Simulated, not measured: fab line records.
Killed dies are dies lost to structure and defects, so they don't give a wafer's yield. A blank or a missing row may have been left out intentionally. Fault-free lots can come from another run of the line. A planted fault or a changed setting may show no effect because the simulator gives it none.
fab line records ; flow sky130
[record] lots = 14; wafers = 42; last-day = 50
route steps=708 shown SD_N@354 SD_P@359 LI_CONTACT@374 PAD_OPEN@708
lots with no fault: from the same line, run without faults
start-h: start of the lot's first displayed wafer, in hours after the record's first day ; wait-h: hours elapsed since this lot's preceding step ; " the same as in the row above ; L1.1+2: several wafers, shown together as one row ; - no value present, or no start provided ; * or withheld: withheld ; < > ~ a bound
route shown NAME@n: a module of which the file shows steps, and the number in the route of the first ; usual: mean and standard deviation over wafers with no fault ; same: alike in all rows ; chamber/n: place in a boat ; sites: per-site readings ; _std_site: their standard deviation ; _edge_site: the outer-site mean with the inner-site mean subtracted ; radius-mm: how far each site lies from the wafer's centre ; mask NAME#n: copy n ; behind: the most recent tool/chamber to have shaped the wafer ; hold: reason for holding the lot/hours on hold/outcome of the hold ; device: names the non-switching transistor (n, p or np) ; end of line: tests run on the same wafers once the route is complete ; for a step that has no rows: nothing shown but its recipe ; killed: dies lost to structure and defects at the first sort, not the wafer's yield ; map: a wafer's dies, marking killed ones x, the rest . and places with no die _
set.NAME: the run value of the setting; set.NAME@STEP: its run value at that earlier step ; model.NAME: the simulator's own value behind a step, which no gauge read
route steps across a sampled set of lots; one table per step, one row per wafer
services: from which hour (start-h, from the record's first day; less than 0 if before it) a tool's chamber was out of use, for how many hours, and why
[[steps]]
[step SKY_SD_N_TW_MEAS_12]
[usual] SD_N_TW = 4030/39
lot.wafer;tool;chamber;start-h;wait-h;SD_N_TW
L196.1;film-metro-02;-;635.40;0.1;4008
L196.2;film-metro-02;-;635.40;0.1;3997
L196.3;film-metro-02;-;635.40;0.1;3995
L197.2;film-metro-02;-;641.55;0.1;4011
L197.3;film-metro-02;-;641.55;0.1;4016
L197.5;film-metro-02;-;641.55;0.1;4022
L198.2;film-metro-04;-;655.41;0.1;4020
L198.3;film-metro-04;-;655.41;0.1;4041
L198.6;film-metro-04;-;655.41;0.1;4013
L199.3;film-metro-01;-;696.72;0.1;4009
L199.4;film-metro-01;-;696.72;0.1;4003
L199.5;film-metro-01;-;696.72;0.1;4004
L201.2;film-metro-04;-;708.66;0.1;4090
L201.4;film-metro-04;-;708.66;0.1;4092
L201.6;film-metro-04;-;708.66;0.1;4109
L204.3;film-metro-04;-;727.92;0.1;4077
L204.4;film-metro-04;-;727.92;0.1;4069
L204.5;film-metro-04;-;727.92;0.1;4074
L206.3;film-metro-04;-;733.44;0.1;4052
L206.5;film-metro-04;-;733.44;0.1;4076
L206.6;film-metro-04;-;733.44;0.1;4054
L205.3;film-metro-02;-;734.06;0.1;3984
L205.4;film-metro-02;-;734.06;0.1;3990
L205.5;film-metro-02;-;734.06;0.1;3996
L209.2;film-metro-01;-;755.46;0.1;3993
L209.3;film-metro-01;-;755.46;0.1;3981
L209.6;film-metro-01;-;755.46;0.1;3964
L213.1;film-metro-04;-;779.89;0.1;4055
L213.3;film-metro-04;-;779.89;0.1;4048
L213.5;film-metro-04;-;779.89;0.1;4042
L214.1;film-metro-01;-;787.00;0.1;4015
L214.3;film-metro-01;-;787.00;0.1;4019
L214.6;film-metro-01;-;787.00;0.1;4027
L215.1;film-metro-02;-;793.69;0.1;4051
L215.3;film-metro-02;-;793.69;0.1;4035
L215.4;film-metro-02;-;793.69;0.1;4027
L218.1;film-metro-01;-;818.44;0.1;3944
L218.4;film-metro-01;-;818.44;0.1;3935
L218.6;film-metro-01;-;818.44;0.1;3942
L219.1;film-metro-02;-;825.32;0.1;4029
L219.2;film-metro-02;-;825.32;0.1;4032
L219.3;film-metro-02;-;825.32;0.1;4046
[step SKY_SD_N_RS_MEAS_17]
[recipe] thk-meas-gauge = four-point-probe
[usual] SD_P_RS = 147.0/0.41
lot.wafer;tool;chamber;start-h;wait-h;SD_P_RS[ohm/sq]
L196.1;film-metro-04;-;635.86;0.1;146.6
L196.2;film-metro-04;-;635.86;0.1;146.8
L196.3;film-metro-04;-;635.86;0.1;146.8
L197.2;film-metro-01;-;641.96;0.1;147.2
L197.3;film-metro-01;-;641.96;0.1;146.8
L197.5;film-metro-01;-;641.96;0.1;146.8
L198.2;film-metro-02;-;655.83;0.1;146.8
L198.3;film-metro-02;-;655.83;0.1;146.6
L198.6;film-metro-02;-;655.83;0.1;146.6
L199.3;film-metro-01;-;697.15;0.1;147.5
L199.4;film-metro-01;-;697.15;0.1;147.1
L199.5;film-metro-01;-;697.15;0.1;147.0
L201.2;film-metro-01;-;709.07;0.1;146.4
L201.4;film-metro-01;-;709.07;0.1;147.2
L201.6;film-metro-01;-;709.07;0.1;146.2
L204.3;film-metro-01;-;728.34;0.1;147.7
L204.4;film-metro-01;-;728.34;0.1;147.0
L204.5;film-metro-01;-;728.34;0.1;147.6
L206.3;film-metro-01;-;733.86;0.1;147.1
L206.5;film-metro-01;-;733.86;0.1;147.2
L206.6;film-metro-01;-;733.86;0.1;147.2
L205.3;film-metro-01;-;734.48;0.1;146.9
L205.4;film-metro-01;-;734.48;0.1;147.4
L205.5;film-metro-01;-;734.48;0.1;147.5
L209.2;film-metro-01;-;755.88;0.1;146.7
L209.3;film-metro-01;-;755.88;0.1;146.6
L209.6;film-metro-01;-;755.88;0.1;146.4
L213.1;film-metro-02;-;780.29;0.1;148.0
L213.3;film-metro-02;-;780.29;0.1;147.8
L213.5;film-metro-02;-;780.29;0.1;147.3
L214.1;film-metro-04;-;787.40;0.1;146.6
L214.3;film-metro-04;-;787.40;0.1;146.3
L214.6;film-metro-04;-;787.40;0.1;146.3
L215.1;film-metro-01;-;794.09;0.1;146.6
L215.3;film-metro-01;-;794.09;0.1;146.6
L215.4;film-metro-01;-;794.09;0.1;146.6
L218.1;film-metro-02;-;818.89;0.1;147.1
L218.4;film-metro-02;-;818.89;0.1;147.2
L218.6;film-metro-02;-;818.89;0.1;147.0
L219.1;film-metro-04;-;825.72;0.1;147.0
L219.2;film-metro-04;-;825.72;0.1;147.0
L219.3;film-metro-04;-;825.72;0.1;147.3
[step SKY_LI_CONTACT_CD_MEAS_12]
[recipe] target-cd-nm = 170
[usual] cd-nm = 170.4/1.3
lot.wafer;tool;chamber;start-h;wait-h;cd-nm
L196.1;cd-sem-02;-;665.57;-;171.8
L196.2;cd-sem-02;-;665.57;-;171.9
L196.3;cd-sem-02;-;665.57;-;171.2
L197.2;cd-sem-02;-;670.33;-;168.9
L197.3;cd-sem-02;-;670.33;-;169.6
L197.5;cd-sem-02;-;670.33;-;169.1
L198.2;cd-sem-01;-;685.14;-;171.7
L198.3;cd-sem-01;-;685.14;-;172.4
L198.6;cd-sem-01;-;685.14;-;169.4
L199.3;cd-sem-01;-;726.11;-;169.3
L199.4;cd-sem-01;-;726.11;-;168.8
L199.5;cd-sem-01;-;726.11;-;168.6
L201.2;cd-sem-01;-;737.23;-;169.8
L201.4;cd-sem-01;-;737.23;-;170.5
L201.6;cd-sem-01;-;737.23;-;170.4
L204.3;cd-sem-01;-;756.37;-;173.1
L204.4;cd-sem-01;-;756.37;-;172.4
L204.5;cd-sem-01;-;756.37;-;172.3
L206.3;cd-sem-01;-;761.65;-;172.4
L206.5;cd-sem-01;-;761.65;-;171.9
L206.6;cd-sem-01;-;761.65;-;173.6
L205.3;cd-sem-02;-;762.00;-;170.9
L205.4;cd-sem-02;-;762.00;-;170.9
L205.5;cd-sem-02;-;762.00;-;170.0
L209.2;cd-sem-01;-;782.68;-;171.2
L209.3;cd-sem-01;-;782.68;-;172.0
L209.6;cd-sem-01;-;782.68;-;171.7
L213.1;cd-sem-02;-;807.51;-;169.1
L213.3;cd-sem-02;-;807.51;-;168.9
L213.5;cd-sem-02;-;807.51;-;169.4
L214.1;cd-sem-01;-;814.21;-;168.1
L214.3;cd-sem-01;-;814.21;-;170.1
L214.6;cd-sem-01;-;814.21;-;169.6
L215.1;cd-sem-01;-;820.51;-;166.7
L215.3;cd-sem-01;-;820.51;-;168.5
L215.4;cd-sem-01;-;820.51;-;169.6
L218.1;cd-sem-01;-;845.63;-;169.4
L218.4;cd-sem-01;-;845.63;-;169.4
L218.6;cd-sem-01;-;845.63;-;169.6
L219.1;cd-sem-02;-;852.67;-;171.4
L219.2;cd-sem-02;-;852.67;-;169.9
L219.3;cd-sem-02;-;852.67;-;171.3
[step SKY_LI_CONTACT_SPUTTER_19]
[recipe] material = Ti; target-thk-nm = 20; chamber-pressure-pa = 5; power-w = 2500; substrate-temp-c = 200; time-s = 106.37
[usual] cathode-dc-power-W = 2499.9/0.45; substrate-temp-c = 199.99/0.17; throttle-valve-pct = 29.9/0.77
lot.wafer;tool;chamber;start-h;wait-h;cathode-dc-power-W;substrate-temp-c;throttle-valve-pct
L196.1;pvd-sputter-02;-;666.15;0.0;2499.3;199.83;29.7
L196.2;pvd-sputter-02;-;666.15;0.0;2499.7;200.16;30.1
L196.3;pvd-sputter-02;-;666.15;0.0;2500.7;199.94;31.7
L197.2;pvd-sputter-01;-;670.89;0.0;2500.0;200.03;29.5
L197.3;pvd-sputter-01;-;670.89;0.0;2499.7;200.00;29.3
L197.5;pvd-sputter-01;-;670.89;0.0;2500.2;199.71;30.4
L198.2;pvd-sputter-03;-;685.70;0.0;2500.4;200.34;29.3
L198.3;pvd-sputter-03;-;685.70;0.0;2499.4;200.14;30.2
L198.6;pvd-sputter-03;-;685.70;0.0;2499.5;199.83;29.8
L199.3;pvd-sputter-01;-;726.66;0.0;2499.9;200.17;30.4
L199.4;pvd-sputter-01;-;726.66;0.0;2500.8;199.97;30.3
L199.5;pvd-sputter-01;-;726.66;0.0;2500.0;200.17;30.5
L201.2;pvd-sputter-01;-;737.79;0.0;2499.9;200.09;30.3
L201.4;pvd-sputter-01;-;737.79;0.0;2499.7;200.08;30.3
L201.6;pvd-sputter-01;-;737.79;0.0;2500.1;199.98;29.2
L204.3;pvd-sputter-02;-;756.92;0.0;2499.9;200.17;30.0
L204.4;pvd-sputter-02;-;756.92;0.0;2499.9;200.18;31.8
L204.5;pvd-sputter-02;-;756.92;0.0;2499.9;200.13;29.8
L206.3;pvd-sputter-03;-;762.19;0.0;2500.0;200.06;30.4
L206.5;pvd-sputter-03;-;762.19;0.0;2500.2;200.13;29.6
L206.6;pvd-sputter-03;-;762.19;0.0;2500.1;199.88;28.9
L205.3;pvd-sputter-01;-;762.56;0.0;2499.9;199.72;29.4
L205.4;pvd-sputter-01;-;762.56;0.0;2500.4;200.12;30.5
L205.5;pvd-sputter-01;-;762.56;0.0;2500.5;199.95;30.3
L209.2;pvd-sputter-03;-;783.24;0.0;2499.7;200.18;29.8
L209.3;pvd-sputter-03;-;783.24;0.0;2499.4;200.29;28.9
L209.6;pvd-sputter-03;-;783.24;0.0;2501.1;200.25;29.8
L213.1;pvd-sputter-01;-;808.09;0.0;2499.8;200.12;30.4
L213.3;pvd-sputter-01;-;808.09;0.0;2500.3;200.09;29.3
L213.5;pvd-sputter-01;-;808.09;0.0;2393.6;199.60;29.1
L214.1;pvd-sputter-01;-;814.79;0.0;2500.0;200.24;30.3
L214.3;pvd-sputter-01;-;814.79;0.0;2500.0;200.04;29.5
L214.6;pvd-sputter-01;-;814.79;0.0;2393.2;199.91;29.2
L215.1;pvd-sputter-02;-;821.09;0.0;2499.0;199.86;29.8
L215.3;pvd-sputter-02;-;821.09;0.0;2499.9;200.10;31.8
L215.4;pvd-sputter-02;-;821.09;0.0;2499.7;199.75;30.0
L218.1;pvd-sputter-02;-;846.21;0.0;2500.4;200.07;29.8
L218.4;pvd-sputter-02;-;846.21;0.0;2499.8;200.22;30.0
L218.6;pvd-sputter-02;-;846.21;0.0;2499.5;200.44;31.6
L219.1;pvd-sputter-03;-;853.25;0.0;2500.4;200.12;29.5
L219.2;pvd-sputter-03;-;853.25;0.0;2499.8;200.17;29.0
L219.3;pvd-sputter-03;-;853.25;0.0;2499.5;199.97;30.2
[step SKY_PAD_OPEN_PROBE_99]
[usual] killed_at_M0_to_M3 = 44/7.2; killed_at_M4_up = 3.2/1.8; killed-at-contacts = 24/5.4; killed-at-front-end = 15/4; killed-at-other = 0.3/0.56; killed-dies = 87/9.2; killed-open = 47/7.3; killed-short = 39/5.7
[same] gross-dies = 492; killed-at-back-side = 0
lot.wafer;tool;chamber;start-h;wait-h;killed_at_M0_to_M3;killed_at_M4_up;killed-at-contacts;killed-at-front-end;killed-at-other;killed-dies;killed-open;killed-short
L196.1;prober-02;-;1067.10;0.1;53;2;21;10;1;87;49;38
L196.2;prober-02;-;1067.15;0.1;44;4;22;10;0;80;43;35
L196.3;prober-02;-;1067.20;0.2;39;1;23;15;3;81;44;37
L197.2;prober-01;-;1069.67;0.1;43;1;27;13;0;84;48;36
L197.3;prober-01;-;1069.72;0.2;28;4;19;21;0;72;34;38
L197.5;prober-01;-;1069.82;0.2;46;7;23;18;0;94;60;34
L198.2;prober-02;-;1080.79;0.1;52;4;25;17;0;98;55;43
L198.3;prober-02;-;1080.84;0.2;42;4;38;18;0;102;60;41
L198.6;prober-02;-;1080.99;0.2;48;1;32;26;0;107;61;46
L199.3;prober-01;-;1113.19;0.2;38;4;30;8;0;80;46;34
L199.4;prober-01;-;1113.24;0.2;43;2;22;17;0;84;48;35
L199.5;prober-01;-;1113.29;0.2;40;5;23;17;0;85;40;45
L201.2;prober-02;-;1120.93;0.1;42;3;24;11;0;80;47;33
L201.4;prober-02;-;1121.03;0.2;44;3;29;12;1;89;45;44
L201.6;prober-02;-;1121.13;0.2;41;3;23;10;1;78;40;37
L204.3;prober-02;-;1135.55;0.2;47;3;22;13;0;85;45;39
L204.4;prober-02;-;1135.60;0.2;44;6;18;9;1;78;43;35
L204.5;prober-02;-;1135.65;0.2;47;2;20;20;0;89;50;39
L206.3;prober-01;-;1138.35;0.2;42;4;23;12;0;81;41;40
L206.5;prober-01;-;1138.45;0.2;47;4;22;17;0;90;41;49
L206.6;prober-01;-;1138.50;0.2;49;3;15;11;0;78;37;41
L205.3;prober-02;-;1139.76;0.2;38;7;19;19;0;83;47;36
L205.4;prober-02;-;1139.81;0.2;38;3;29;14;1;85;51;34
L205.5;prober-02;-;1139.86;0.2;40;5;29;17;0;91;52;39
L209.2;prober-01;-;1152.56;0.1;51;1;16;9;0;77;48;29
L209.3;prober-01;-;1152.61;0.2;31;3;16;12;1;63;26;37
L209.6;prober-01;-;1152.76;0.2;50;6;30;16;0;102;60;42
L213.1;prober-01;-;1170.63;0.1;52;5;21;12;0;90;41;47
L213.3;prober-01;-;1170.73;0.2;36;6;22;17;0;81;41;38
L213.5;prober-01;-;1170.83;0.2;38;5;28;17;0;88;46;41
L214.1;prober-02;-;1173.77;0.1;60;1;24;18;0;103;60;43
L214.3;prober-02;-;1173.87;0.2;41;7;19;16;1;84;46;38
L214.6;prober-02;-;1174.02;0.2;46;0;30;20;0;96;50;46
L215.1;prober-01;-;1178.51;0.1;37;3;21;14;1;76;41;35
L215.3;prober-01;-;1178.61;0.2;41;4;27;11;0;83;53;30
L215.4;prober-01;-;1178.66;0.2;47;4;35;9;1;96;45;51
L218.1;prober-02;-;1191.64;0.1;46;1;14;13;0;74;41;33
L218.4;prober-02;-;1191.79;0.2;49;3;23;12;0;87;49;38
L218.6;prober-02;-;1191.89;0.2;41;5;14;16;0;76;42;34
L219.1;prober-01;-;1196.23;0.1;49;1;18;22;0;90;50;40
L219.2;prober-01;-;1196.28;0.1;51;6;22;21;0;100;59;39
L219.3;prober-01;-;1196.33;0.2;50;1;28;15;0;94;55;38
// killed by level:class
L196.1 VIA3:geometric-particle:open=13 VIA2:geometric-particle:open=9 LI_CONTACT:geometric-particle:open=8 VIA1:geometric-particle:open=8 CONTACT:geometric-particle:open=6 METAL3:geometric-particle:short=6 FIELD_ISO:geometric-particle:short=5 METAL2:geometric-particle:short=5
L196.2 VIA1:geometric-particle:open=11 CONTACT:geometric-particle:open=9 VIA3:geometric-particle:open=8 CONTACT:geometric-particle:short=6 VIA1:geometric-particle:short=5 METAL2:geometric-particle:short=5 VIA3:geometric-particle:short=5 LOCAL_INTERCONNECT:geometric-particle:short=4
L196.3 CONTACT:geometric-particle:open=10 POLY_GATE:geometric-particle:open=7 LI_CONTACT:geometric-particle:open=7 VIA3:geometric-particle:open=6 VIA1:geometric-particle:open=6 FIELD_ISO:geometric-particle:short=5 METAL1:geometric-particle:short=5 VIA2:geometric-particle:open=5
L197.2 LI_CONTACT:geometric-particle:open=10 VIA1:geometric-particle:open=9 VIA3:geometric-particle:open=8 VIA2:geometric-particle:open=6 CONTACT:geometric-particle:open=5 CONTACT:geometric-particle:short=5 METAL2:geometric-particle:short=5 POLY_GATE:geometric-particle:short=4
L197.3 VIA1:geometric-particle:open=8 CONTACT:geometric-particle:open=7 POLY_GATE:geometric-particle:short=6 METAL2:geometric-particle:short=5 FIELD_ISO:geometric-particle:open=4 METAL1:geometric-particle:short=4 METAL4:geometric-particle:short=4 FIELD_ISO:geometric-particle:short=3
L197.5 CONTACT:geometric-particle:open=13 VIA3:geometric-particle:open=13 FIELD_ISO:geometric-particle:open=7 VIA2:geometric-particle:open=7 VIA1:geometric-particle:open=6 METAL1:geometric-particle:short=5 LI_CONTACT:geometric-particle:open=5 VIA2:geometric-particle:short=5
L198.2 VIA1:geometric-particle:open=12 VIA3:geometric-particle:open=9 VIA2:geometric-particle:open=8 CONTACT:geometric-particle:short=8 CONTACT:geometric-particle:open=7 VIA1:geometric-particle:short=7 METAL2:geometric-particle:short=7 LI_CONTACT:geometric-particle:open=6
L198.3 CONTACT:geometric-particle:open=15 LI_CONTACT:geometric-particle:open=13 VIA1:geometric-particle:open=12 VIA2:geometric-particle:open=5 POLY_GATE:geometric-particle:short=5 CONTACT:geometric-particle:short=5 METAL1:geometric-particle:short=5 VIA2:geometric-particle:short=4
L198.6 CONTACT:geometric-particle:open=13 VIA1:geometric-particle:open=13 FIELD_ISO:geometric-particle:open=10 LI_CONTACT:geometric-particle:open=8 VIA2:geometric-particle:open=7 FIELD_ISO:geometric-particle:short=6 METAL1:geometric-particle:short=5 POLY_GATE:geometric-particle:short=4
L199.3 CONTACT:geometric-particle:open=13 VIA2:geometric-particle:open=11 LI_CONTACT:geometric-particle:short=6 LI_CONTACT:geometric-particle:open=6 VIA1:geometric-particle:open=6 VIA1:geometric-particle:short=5 METAL1:geometric-particle:short=5 VIA3:geometric-particle:open=4
L199.4 CONTACT:geometric-particle:open=13 VIA1:geometric-particle:open=12 VIA1:geometric-particle:short=7 FIELD_ISO:geometric-particle:open=6 VIA3:geometric-particle:open=6 METAL2:geometric-particle:short=5 FIELD_ISO:geometric-particle:short=4 VIA2:geometric-particle:short=4
L199.5 CONTACT:geometric-particle:open=10 VIA3:geometric-particle:open=10 VIA1:geometric-particle:open=7 POLY_GATE:geometric-particle:short=6 CONTACT:geometric-particle:short=5 METAL4:geometric-particle:short=5 FIELD_ISO:geometric-particle:short=4 VIA3:geometric-particle:short=4
L201.2 CONTACT:geometric-particle:open=11 VIA1:geometric-particle:open=8 VIA1:geometric-particle:short=7 VIA3:geometric-particle:open=7 VIA2:geometric-particle:open=6 LI_CONTACT:geometric-particle:open=5 LOCAL_INTERCONNECT:geometric-particle:short=4 CONTACT:geometric-particle:short=4
L201.4 CONTACT:geometric-particle:open=11 VIA1:geometric-particle:open=10 CONTACT:geometric-particle:short=6 VIA3:geometric-particle:short=6 LI_CONTACT:geometric-particle:open=5 VIA1:geometric-particle:short=5 VIA2:geometric-particle:open=5 FIELD_ISO:geometric-particle:open=4
L201.6 VIA1:geometric-particle:open=13 LI_CONTACT:geometric-particle:open=6 LI_CONTACT:geometric-particle:short=5 CONTACT:geometric-particle:short=5 CONTACT:geometric-particle:open=4 METAL1:geometric-particle:short=4 VIA2:geometric-particle:short=4 FIELD_ISO:geometric-particle:short=3
L204.3 CONTACT:geometric-particle:open=12 VIA1:geometric-particle:open=9 VIA3:geometric-particle:open=6 VIA1:geometric-particle:short=6 VIA3:geometric-particle:short=5 METAL1:geometric-particle:short=5 METAL2:geometric-particle:short=5 LI_CONTACT:geometric-particle:open=4
L204.4 VIA2:geometric-particle:open=10 VIA3:geometric-particle:open=10 LOCAL_INTERCONNECT:geometric-particle:short=7 CONTACT:geometric-particle:short=5 VIA1:geometric-particle:open=5 METAL4:geometric-particle:short=4 METAL2:geometric-particle:short=4 POLY_GATE:geometric-particle:short=3
L204.5 VIA1:geometric-particle:open=10 VIA3:geometric-particle:open=8 POLY_GATE:geometric-particle:short=7 VIA2:geometric-particle:open=7 CONTACT:geometric-particle:open=6 LI_CONTACT:geometric-particle:open=5 METAL1:geometric-particle:open=5 METAL2:geometric-particle:short=5
L206.3 VIA1:geometric-particle:open=14 METAL2:geometric-particle:short=9 LI_CONTACT:geometric-particle:open=8 FIELD_ISO:geometric-particle:short=7 CONTACT:geometric-particle:open=7 VIA2:geometric-particle:open=6 CONTACT:geometric-particle:short=5 METAL3:geometric-particle:short=3
L206.5 VIA1:geometric-particle:open=12 METAL2:geometric-particle:short=12 CONTACT:geometric-particle:open=9 FIELD_ISO:geometric-particle:short=7 LI_CONTACT:geometric-particle:open=6 VIA1:geometric-particle:short=5 VIA2:geometric-particle:short=5 VIA3:geometric-particle:short=5
L206.6 VIA1:geometric-particle:open=11 METAL1:geometric-particle:short=9 METAL2:geometric-particle:short=8 CONTACT:geometric-particle:open=7 VIA2:geometric-particle:open=6 FIELD_ISO:geometric-particle:short=4 VIA1:geometric-particle:short=4 VIA3:geometric-particle:open=4
L205.3 VIA3:geometric-particle:open=11 VIA1:geometric-particle:open=8 LOCAL_INTERCONNECT:geometric-particle:short=6 CONTACT:geometric-particle:open=6 POLY_GATE:geometric-particle:open=5 VIA2:geometric-particle:open=5 FIELD_ISO:geometric-particle:open=4 LI_CONTACT:geometric-particle:open=4
L205.4 CONTACT:geometric-particle:open=9 VIA2:geometric-particle:open=8 LI_CONTACT:geometric-particle:open=7 CONTACT:geometric-particle:short=7 VIA1:geometric-particle:open=7 VIA3:geometric-particle:open=7 VIA1:geometric-particle:short=5 FIELD_ISO:geometric-particle:open=4
L205.5 CONTACT:geometric-particle:open=11 VIA1:geometric-particle:open=8 FIELD_ISO:geometric-particle:open=7 CONTACT:geometric-particle:short=7 METAL1:geometric-particle:short=7 VIA2:geometric-particle:open=6 POLY_GATE:geometric-particle:open=5 LI_CONTACT:geometric-particle:open=5
L209.2 VIA1:geometric-particle:open=12 VIA3:geometric-particle:open=10 VIA2:geometric-particle:open=8 CONTACT:geometric-particle:open=7 VIA1:geometric-particle:short=7 METAL2:geometric-particle:short=5 LI_CONTACT:geometric-particle:open=4 FIELD_ISO:geometric-particle:short=3
L209.3 METAL2:geometric-particle:short=7 VIA1:geometric-particle:open=7 CONTACT:geometric-particle:open=6 CONTACT:geometric-particle:short=4 FIELD_ISO:geometric-particle:short=3 SONOS_ONO:geometric-particle:short=3 LI_CONTACT:geometric-particle:open=3 METAL2:geometric-particle:open=3
L209.6 VIA2:geometric-particle:open=12 LI_CONTACT:geometric-particle:open=11 VIA1:geometric-particle:open=9 METAL2:geometric-particle:short=6 VIA3:geometric-particle:open=6 METAL4:geometric-particle:short=5 CONTACT:geometric-particle:short=5 CONTACT:geometric-particle:open=5
L213.1 VIA1:geometric-particle:open=11 VIA3:geometric-particle:open=10 METAL2:geometric-particle:short=9 CONTACT:geometric-particle:short=7 CONTACT:geometric-particle:open=7 METAL1:geometric-particle:short=6 POLY_GATE:geometric-particle:open=4 VIA1:geometric-particle:short=4
L213.3 LI_CONTACT:geometric-particle:open=7 CONTACT:geometric-particle:open=7 LOCAL_INTERCONNECT:geometric-particle:short=6 VIA3:geometric-particle:open=6 VIA1:geometric-particle:short=5 VIA1:geometric-particle:open=5 POLY_GATE:geometric-particle:short=4 METAL4:geometric-particle:short=4
L213.5 VIA1:geometric-particle:open=11 LI_CONTACT:geometric-particle:open=8 CONTACT:geometric-particle:open=8 METAL2:geometric-particle:short=6 CONTACT:geometric-particle:short=5 VIA1:geometric-particle:short=5 FIELD_ISO:geometric-particle:open=4 LI_CONTACT:geometric-particle:short=4
L214.1 VIA2:geometric-particle:open=13 VIA1:geometric-particle:open=11 CONTACT:geometric-particle:open=11 LI_CONTACT:geometric-particle:open=7 METAL3:geometric-particle:short=7 VIA3:geometric-particle:short=6 VIA1:geometric-particle:short=6 FIELD_ISO:geometric-particle:short=5
L214.3 VIA1:geometric-particle:open=12 POLY_GATE:geometric-particle:open=7 LOCAL_INTERCONNECT:geometric-particle:short=6 VIA2:geometric-particle:open=6 LI_CONTACT:geometric-particle:open=5 CONTACT:geometric-particle:open=5 POLY_GATE:geometric-particle:short=4 METAL1:geometric-particle:short=4
L214.6 CONTACT:geometric-particle:open=12 VIA1:geometric-particle:open=11 CONTACT:geometric-particle:short=9 FIELD_ISO:geometric-particle:open=8 VIA3:geometric-particle:open=7 POLY_GATE:geometric-particle:short=6 METAL1:geometric-particle:short=6 VIA1:geometric-particle:short=6
L215.1 CONTACT:geometric-particle:open=11 VIA2:geometric-particle:open=7 LI_CONTACT:geometric-particle:open=5 METAL1:geometric-particle:short=5 VIA1:geometric-particle:open=5 METAL2:geometric-particle:short=5 VIA3:geometric-particle:open=4 POLY_GATE:geometric-particle:short=3
L215.3 LI_CONTACT:geometric-particle:open=10 VIA1:geometric-particle:open=10 CONTACT:geometric-particle:open=9 VIA2:geometric-particle:open=7 FIELD_ISO:geometric-particle:open=6 LI_CONTACT:geometric-particle:short=5 METAL2:geometric-particle:short=5 VIA3:geometric-particle:open=5
L215.4 CONTACT:geometric-particle:open=12 VIA1:geometric-particle:short=11 VIA2:geometric-particle:open=8 LI_CONTACT:geometric-particle:short=7 LI_CONTACT:geometric-particle:open=7 VIA1:geometric-particle:open=7 CONTACT:geometric-particle:short=6 METAL2:geometric-particle:short=5
L218.1 VIA1:geometric-particle:open=13 VIA3:geometric-particle:open=6 VIA1:geometric-particle:short=6 LI_CONTACT:geometric-particle:open=5 VIA2:geometric-particle:open=5 POLY_GATE:geometric-particle:open=4 POLY_GATE:geometric-particle:short=4 CONTACT:geometric-particle:short=4
L218.4 CONTACT:geometric-particle:open=11 VIA1:geometric-particle:open=9 VIA3:geometric-particle:open=9 VIA2:geometric-particle:open=7 CONTACT:geometric-particle:short=6 VIA1:geometric-particle:short=6 METAL2:geometric-particle:short=6 POLY_GATE:geometric-particle:open=4
L218.6 VIA1:geometric-particle:open=10 CONTACT:geometric-particle:open=8 FIELD_ISO:geometric-particle:short=7 VIA3:geometric-particle:open=7 VIA2:geometric-particle:open=7 METAL1:geometric-particle:short=4 VIA1:geometric-particle:short=4 METAL4:geometric-particle:short=4
L219.1 VIA3:geometric-particle:open=10 VIA1:geometric-particle:open=10 METAL2:geometric-particle:short=8 CONTACT:geometric-particle:open=7 FIELD_ISO:geometric-particle:short=6 POLY_GATE:geometric-particle:open=6 VIA1:geometric-particle:short=5 METAL1:geometric-particle:short=5
L219.2 VIA1:geometric-particle:open=16 CONTACT:geometric-particle:open=9 METAL1:geometric-particle:short=8 LI_CONTACT:geometric-particle:open=6 METAL2:geometric-particle:short=6 FIELD_ISO:geometric-particle:open=4 VIA1:geometric-particle:short=4 VIA3:geometric-particle:open=4
L219.3 VIA1:geometric-particle:open=15 CONTACT:geometric-particle:open=11 METAL1:geometric-particle:short=11 VIA3:geometric-particle:open=7 CONTACT:geometric-particle:short=6 VIA2:geometric-particle:open=6 LI_CONTACT:geometric-particle:short=5 LI_CONTACT:geometric-particle:open=4
[[services]]
tool;chamber;start-h;hours;kind
pvd-sputter-03;-;704.28;2.6;repair
pvd-sputter-03;-;725.06;9.8;repair
pvd-sputter-01;-;767.72;4.1;repair
pvd-sputter-02;-;813.11;4.5;repair
pvd-sputter-03;-;821.82;2.6;repair
pvd-sputter-01;-;828.51;3.0;repair
pvd-sputter-03;-;831.59;0.9;repair
[[key]]
[first-sign] step = SKY_LI_CONTACT_SPUTTER_19; reading = cathode-dc-power-W; direction = down; sigmas = 99+; usual = 2499.9; struck = 2393.4
effect none on later readings
met-at SKY_LI_CONTACT_SPUTTER_19
struck-lots L213,L214
struck-wafers L213.5,L214.6
tester-left-out L213,L214
not-acting-at SKY_SD_N_TW_MEAS_12,SKY_SD_N_RS_MEAS_17,SKY_LI_CONTACT_CD_MEAS_12
onset-between 670.89 808.09
[fault] kind = process-parameter-drift; tool = pvd-sputter-01; chamber = -; onset-h = 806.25; steps = SKY_LI_CONTACT_SPUTTER_19; channel = power-w; offset = *; shape = step; end-h = 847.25; acts-in = *; stated = *; scope = struck-wafers-only
// tester-left-out: of these lots the tester's yield and bins aren't shown, on N5 and GAA mostly nor the transistor test; their killed dies are dies lost to structure and defects alone, not to doping, threshold or leakage, so they don't give the yield
